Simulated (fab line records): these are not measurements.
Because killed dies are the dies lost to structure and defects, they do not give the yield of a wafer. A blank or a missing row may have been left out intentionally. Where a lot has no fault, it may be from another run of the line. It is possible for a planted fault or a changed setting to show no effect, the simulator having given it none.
8D (eight disciplines) problem report, filled in by code    flow sfq line    the parts of the form that need people (team, actions taken, sign-off) are left out

1. THE PROBLEM
Mean M8_AU_RS at SFQ_M8_RS_MEAS_949: 0.1262 ohm/sq over 3 wafers in 3 lots; fault-free wafers: 0.1534 ohm/sq, standard deviation 0.0019. Relative to the usual mean, that is a shift of -14 standard deviations.
The step: measures by four-point-probe.
The first sign was on wafer L680.1 at day 91 17:04, on film metro-02. Wafers with a number at this step in the record: 45, from 15 lots. The rule behind "out" and "out of limits": a value lying over 4 standard deviations away from the usual mean. The other wafers with a number count as sound.

2. WHAT IT IS, AND WHAT IT ISN'T
question                     is                                           is not
which readings at this step  M8_AU_RS                                     -
which lots                   L680, L682, L684                             L662, L663, L664, L665, L666, L668, L670, L671, L673, L676, L679, L685
which wafers of those lots   L680.1, L682.5, L684.1                       L680.3, L680.6, L682.2, L682.3, L684.2, L684.6
read on which gauges         film metro-01, film metro-02, film metro-03  -
when                         from day 91 17:04                            up to then (35 sound wafers); but 7 sound wafers of L682, L684, L685 came after

3. SUSPECTS, AND WHAT RULES EACH OUT
Counting: a tool at a process step up to the reading stays a suspect if it ran every lot that is out. Sound lots after the first of them don't rule it out here, since some wafers of a struck lot are sound.
- the gauge at SFQ_M8_RS_MEAS_949: ruled out. The wafers that are out were read on 3 gauges (film metro-01, film metro-02, film metro-03).
- pvd sputter-01 at SFQ_TRILAYER_M8_DEP_EVAP_196 (material Au, target thk 180 nm, time 900 s): kept. Every lot that is out went through it, the first being L680 (day 91 16:33); the last sound lot it ran before that was L676 (day 89 23:59).
Left after counting: pvd sputter-01 at SFQ_TRILAYER_M8_DEP_EVAP_196.

4. THE CAUSE (what the simulator had put in)
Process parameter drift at SFQ_TRILAYER_M8_DEP_EVAP_196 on pvd sputter-01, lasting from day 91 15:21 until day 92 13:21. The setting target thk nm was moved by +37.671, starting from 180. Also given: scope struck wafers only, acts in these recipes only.
Only this tool survived the counting.

5. THE EFFECT CHAIN, in route order
Each row: a reading whose mean over the struck wafers that have a number lies more than 3 standard deviations from the usual. Only readings for which the record gives a usual standard deviation are gone through. hours: the time from each lot's start at the first step in this table that gives one to its start at this step, as a median over the lots. sigmas: the change in usual standard deviations.
hours  step                 reading    usual          on struck wafers  change   sigmas
0      SFQ_M8_RS_MEAS_949   M8_AU_RS   0.1534 ohm/sq  0.1262            -0.0272  -14
5      SFQ_M8_THK_MEAS_950  M8_AU_THK  180.3 nm       219.1             +38.8    +17

6. WHAT WOULD HAVE CAUGHT IT SOONER
In this record the first reading out of limits at a measuring or inspecting step was taken at day 91 17:04, 2 hours after the fault began at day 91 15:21.
L682, L684, from the lots that are out (3), started SFQ_TRILAYER_M8_DEP_EVAP_196 on pvd sputter-01 later than day 91 17:04. A hold on the tool at that time would have spared those 2.
